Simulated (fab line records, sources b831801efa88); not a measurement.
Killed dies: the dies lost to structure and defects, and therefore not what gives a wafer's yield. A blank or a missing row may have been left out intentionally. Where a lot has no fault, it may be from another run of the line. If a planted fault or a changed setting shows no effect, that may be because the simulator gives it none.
2 desks looking at one fault || flow sky130 || only its own numbers are on each desk; what lay behind them is given at the end

THE METROLOGY DESK
Lot by lot, what the gauges showed, no matter which tool ran the lot: averages of those sampled wafers that carry a number. The brackets show how far a lot's mean lies from the usual mean; more than 4 standard deviations puts the lot out of limits, marked OUT.
Columns: A = SPACER_CVD_00_THK at SKY_SPACER_THK_MEAS_01, usual 43.0 nm; B = SD_N_RS at SKY_SD_N_RS_MEAS_16, usual 68.61 ohm/sq; C = SD_P_RS at SKY_SD_N_RS_MEAS_17, usual 147.2 ohm/sq
{"lot": "L113", "first seen here": "day 23 07:08", "A": 42.9, "B": 68.57, "C": 146.9}
{"lot": "L114", "first seen here": "day 23 15:13", "A": 43.6, "B": 68.68, "C": 147.3}
{"lot": "L118", "first seen here": "day 24 23:31", "A": 42.7, "B": 68.56, "C": 147.2}
{"lot": "L119", "first seen here": "day 25 04:02", "A": 43.2, "B": 68.59, "C": 147.2}
{"lot": "L120", "first seen here": "day 25 14:25", "A": 42.9, "B": 68.68, "C": 147.2}
{"lot": "L121", "first seen here": "day 25 18:45", "A": 43.1, "B": 68.56, "C": 147.1}
{"lot": "L122", "first seen here": "day 26 08:58", "A": 42.6, "B": 68.40, "C": 146.7}
{"lot": "L123", "first seen here": "day 26 17:02", "A": 42.6, "B": 68.63, "C": 147.5}
{"lot": "L131", "first seen here": "day 29 09:42", "A": 42.8, "B": "63.23 (-34) OUT", "C": "121.4 (-60) OUT"}
{"lot": "L133", "first seen here": "day 30 04:36", "A": 43.1, "B": "63.24 (-34) OUT", "C": "121.1 (-61) OUT"}
{"lot": "L136", "first seen here": "day 30 16:38", "A": 43.2, "B": 68.67, "C": 147.0}
Per this desk, out of limits: L131, L133; the first was L131, day 34 01:35 (SD_N_RS at SKY_SD_N_RS_MEAS_16). In limits: L113, L114, L118, L119, L120, L121, L122, L123, L136.

DESK OF THE TOOL OWNER: rtpAnneal-01
Per lot that ran on this tool, the mean of the sampled wafers carrying a number, from the tool's own readings at SKY_SD_N_RTA_14 (time 2 s). The brackets show how far a lot's mean lies from the usual mean; more than 4 standard deviations puts the lot out of limits, marked OUT.
Columns: A = chamberO2Ppm at SKY_SD_N_RTA_14, usual 2.000; B = lampPowerPct at SKY_SD_N_RTA_14, usual 15.73 %; C = wafer_temp_C_max at SKY_SD_N_RTA_14, usual 1078.2
{"lot": "L113", "first seen here": "day 28 05:02", "A": 1.970, "B": 15.80, "C": 1078.9}
{"lot": "L119", "first seen here": "day 30 01:04", "A": 1.993, "B": 15.78, "C": 1078.3}
{"lot": "L121", "first seen here": "day 30 15:02", "A": 2.011, "B": 15.68, "C": 1077.5}
{"lot": "L123", "first seen here": "day 31 10:21", "A": 1.991, "B": 15.75, "C": 1078.5}
{"lot": "L131", "first seen here": "day 34 01:25", "A": 2.006, "B": "16.55 (+15) OUT", "C": "1108.1 (+25) OUT"}
{"lot": "L133", "first seen here": "day 34 17:49", "A": 2.028, "B": "16.49 (+14) OUT", "C": "1106.9 (+24) OUT"}
This desk finds L131, L133 out of limits, L131 being first, at day 34 01:25 (lampPowerPct at SKY_SD_N_RTA_14). In limits: L113, L119, L121, L123.

BROUGHT TOGETHER
The tool owner's desk could have raised an alarm at day 34 01:25, on L131, L133.
L131, L133 would have let the metrology desk raise an alarm at day 34 01:35.
SKY_SD_N_RTA_14 was run on rtpAnneal-01 by each of the lots named.

WHAT THE SIMULATOR HAD INSERTED
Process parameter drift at SKY_SD_N_RTA_14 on rtpAnneal-01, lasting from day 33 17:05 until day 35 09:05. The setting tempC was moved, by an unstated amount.
Struck lots among those shown: L131, L133.
Time in hours from fault onset to the first out-of-limits reading at each desk: tool owner's desk 8, metrology desk 9.
